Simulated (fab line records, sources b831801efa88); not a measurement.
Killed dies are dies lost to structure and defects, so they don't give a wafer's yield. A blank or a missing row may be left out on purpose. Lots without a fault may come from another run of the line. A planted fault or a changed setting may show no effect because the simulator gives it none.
Chamber matching | flow sky130 | SKY_CONTACT_CVD_00 on pecvd-03: 3 sister chambers
The step deposits Si3N4, target thk 75 nm. 20 wafers are shown with their chamber, then 10 later ones without.

WAFERS WITH THEIR CHAMBER
wafer  | chamber | heater_power_w (W)
L074.2 | 0       | 794
L074.3 | 1       | 712
L074.6 | 0       | 779
L076.2 | 0       | 795
L076.4 | 0       | 789
L076.5 | 2       | 708
L078.3 | 1       | 671
L078.4 | 1       | 680
L078.5 | 2       | 632
L080.2 | 0       | 732
L080.4 | 2       | 689
L080.6 | 1       | 726
L082.4 | 2       | 733
L082.5 | 0       | 769
L082.6 | 1       | 770
L083.1 | 2       | 707
L083.2 | 1       | 770
L083.3 | 0       | 728
L085.1 | 1       | 696
L085.2 | 0       | 773

SIGNATURES (means of the wafers above)
reading        | chamber 0 | chamber 1 | chamber 2 | scatter within a chamber
heater_power_w | 769.88    | 717.86    | 693.80    | 34.5
Rule: a wafer's distance from a chamber is the root of the sum, over the readings, of the square of ((its reading less the chamber's mean) divided by the reading's scatter). The wafer belongs to the nearest chamber; if the next one is less than 2 further off, it can't be placed. The scatter: the root of (the sum of the squares of (reading less its chamber's mean) over the shown wafers, divided by (wafers less chambers)).

WAFERS WITHOUT THEIR CHAMBER
wafer  | heater_power_w (W)
L085.5 | 733
L089.1 | 778
L089.5 | 710
L089.6 | 785
L092.1 | 713
L092.2 | 757
L092.6 | 715
L094.1 | 747
L094.3 | 652
L094.6 | 674

WHICH CHAMBER EACH WENT THROUGH
wafer  | from the rows above          | in truth
L085.5 | can't be placed: 1 or 0 or 2 | 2
L089.1 | can't be placed: 0 or 1      | 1
L089.5 | can't be placed: 1 or 2 or 0 | 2
L089.6 | can't be placed: 0 or 1      | 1
L092.1 | can't be placed: 1 or 2 or 0 | 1
L092.2 | can't be placed: 0 or 1 or 2 | 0
L092.6 | can't be placed: 1 or 2 or 0 | 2
L094.1 | can't be placed: 0 or 1 or 2 | 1
L094.3 | can't be placed: 2 or 1      | 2
L094.6 | can't be placed: 2 or 1      | 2
Placed correctly: 0 of 10. Can't be placed from these rows: 10 (the true chamber is among the candidates in 10). Placed wrongly: 0.
